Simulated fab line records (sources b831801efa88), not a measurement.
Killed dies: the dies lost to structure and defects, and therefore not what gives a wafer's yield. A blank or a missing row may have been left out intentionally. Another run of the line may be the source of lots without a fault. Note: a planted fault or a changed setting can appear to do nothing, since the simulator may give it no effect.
Comparing a struck lot with a sound one / flow sky130 / 14 steps out of a route of 708
Sound: these wafers, L734.1, L734.4, L734.6. Wafers L744.1, L744.3, L744.4 were the ones struck. Last of all comes the cause.
At each step with rows: each side's tool, then ch and its chambers, then its first start. Under that, the readings that differ: sound wafers / struck wafers / difference of the means / sigmas: that difference in standard deviations of wafers without a fault.
alike: a reading whose means differ by less than 2 such deviations, as well as words and numbers matching on both sides. not compared: withheld readings; readings where some wafer has no value; bounds like >300 that might hide an equal value; numbers whose values overlap and for which the record gives no deviation.
A row with sigmas, a row that says differs or no value, or rows on one side alone: a step with any of these is where the two part. Numbers that have no deviation but don't overlap get no sigmas and don't part them. A reading missing from all wafers of one side parts the sides only when that side holds two or more wafers.

first, 4 steps without rows for these wafers: SKY_METAL2_STRIP_21 (strips in post etch residue remover, time 1200 s); SKY_METAL2_CLEAN_22 (cleans in IPA, time 180 s); SKY_METAL2_CLEAN_23 (cleans in O3/DIW); SKY_VIA2_HDPCVD_00 (deposits SiO2, target thk 1180 nm, time 196.7 s).
SKY_VIA2_THK_MEAS_01:
  struck on film_metro-01, day 38 12:52; sound on film_metro-01, day 34 19:29
  alike: VIA2_HDPCVD_THK
SKY_VIA2_CMP_02: polishes SiO2.
  sound on cmp-01 ch 0,1,2, day 34 19:36; struck on cmp-02 ch 1,2,3, day 38 12:58
  alike: motor_current_A
SKY_VIA2_BOW_MEAS_03:
  struck on film_metro-04, day 38 13:13; sound on film_metro-01, day 34 19:51
  alike: VIA2_BOW
then, 5 steps without rows for these wafers: SKY_VIA2_DEHYDRATE_04 (time 60 s); SKY_VIA2_HMDS_05 (prime time 60 s); SKY_VIA2_COAT_06 (resist thk 60 nm); SKY_VIA2_COAT_07 (resist thk 450 nm); SKY_VIA2_SOFTBAKE_08 (time 90 s).
SKY_VIA2_EXPOSE_09: exposes mask VIM2, target cd 200 nm.
  sound on krf_scanner-02 ch 0, day 35 09:02; struck on krf_scanner-02, day 39 01:19
  no value came back on the struck wafers for exposure_dose_mJ_cm2, focus_offset_nm (nm); on the sound wafers exposure_dose_mJ_cm2 reads 37.96 37.96 37.95
  alike: mask
following that, these wafers have no rows for 1 step: SKY_VIA2_PEB_10.

== WHERE THEY PART ==
Only at SKY_VIA2_EXPOSE_09, as far as this record shows.

WHY: whatever the simulator had introduced
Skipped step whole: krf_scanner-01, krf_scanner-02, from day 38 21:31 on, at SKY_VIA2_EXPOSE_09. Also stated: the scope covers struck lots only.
